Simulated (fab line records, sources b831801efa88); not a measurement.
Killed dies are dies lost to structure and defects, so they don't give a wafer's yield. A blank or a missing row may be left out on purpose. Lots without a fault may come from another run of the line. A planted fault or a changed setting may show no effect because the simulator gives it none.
One fault seen from 2 desks | flow gf180mcu | each desk has only its own numbers; what lay behind them comes last

THE TOOL OWNER'S DESK: pecvd-04
The tool's own readings at GF_V1_CVD_02 (deposits SiO2 from TEOS, target thk 850 nm, time 94.851 s): means of the sampled wafers that have a number, for each lot that ran on this tool. A lot is out of limits, marked OUT, if its mean lies more than 4 standard deviations from the usual mean; the brackets give that distance.
Columns: A = heater_power_w at GF_V1_CVD_02, usual 641 W; B = run_length_s at GF_V1_CVD_02, usual 122.8 s
lot  | first seen here | A   | B
L832 | day 19 21:47    | 616 | 122.6
L833 | day 20 02:26    | 677 | 126.0 (+6.3) OUT
L834 | day 20 17:40    | 606 | 125.5 (+5.3) OUT
L842 | day 23 04:48    | 663 | 122.6
L845 | day 23 23:01    | 668 | 122.6
This desk's finding: out of limits on L833, L834; first on L833, day 20 02:26 (run_length_s at GF_V1_CVD_02). In limits: L832, L842, L845.

THE METROLOGY DESK
What the gauges read, lot by lot, whatever tool the lot ran on: means of the sampled wafers that have a number. A lot is out of limits, marked OUT, if its mean lies more than 4 standard deviations from the usual mean; the brackets give that distance.
Columns: A = SAB_OVL at GF_SAB_OVL_MEAS_10, usual 0.6 nm; B = V1_CVD_02_THK at GF_V1_THK_MEAS_03, usual 854 nm
lot  | first seen here | A    | B
L826 | day 15 10:34    | 0.3  | 851
L829 | day 16 10:09    | 0.5  | 853
L831 | day 17 09:35    | 0.6  | 838
L832 | day 17 17:16    | 0.5  | 862
L833 | day 17 21:58    | 2.6  | 898
L834 | day 18 11:08    | 1.7  | 888
L841 | day 20 15:42    | -0.2 | 856
L842 | day 21 01:58    | 1.3  | 868
L843 | day 21 08:41    | 0.3  | 846
L844 | day 21 16:34    | -1.0 | 852
L845 | day 21 20:43    | -0.6 | 860
L847 | day 22 15:19    | 0.9  | 852
This desk's finding: nothing out of limits on any of the 12 lots.

PUT TOGETHER
The tool owner's desk could have raised an alarm at day 20 02:26, on L833, L834.
The metrology desk saw nothing out of limits.
The metrology desk has L833, L834 on record, within its limits.
Of the lots named, all ran GF_V1_CVD_02 on pecvd-04.

WHAT THE SIMULATOR HAD PUT IN
Process parameter drift: pecvd-04, from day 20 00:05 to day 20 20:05, at GF_V1_CVD_02. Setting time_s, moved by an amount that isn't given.
Lots struck among those shown: L833, L834.
Hours from the fault's start to each desk's first reading out of limits: the tool owner's desk, 2.
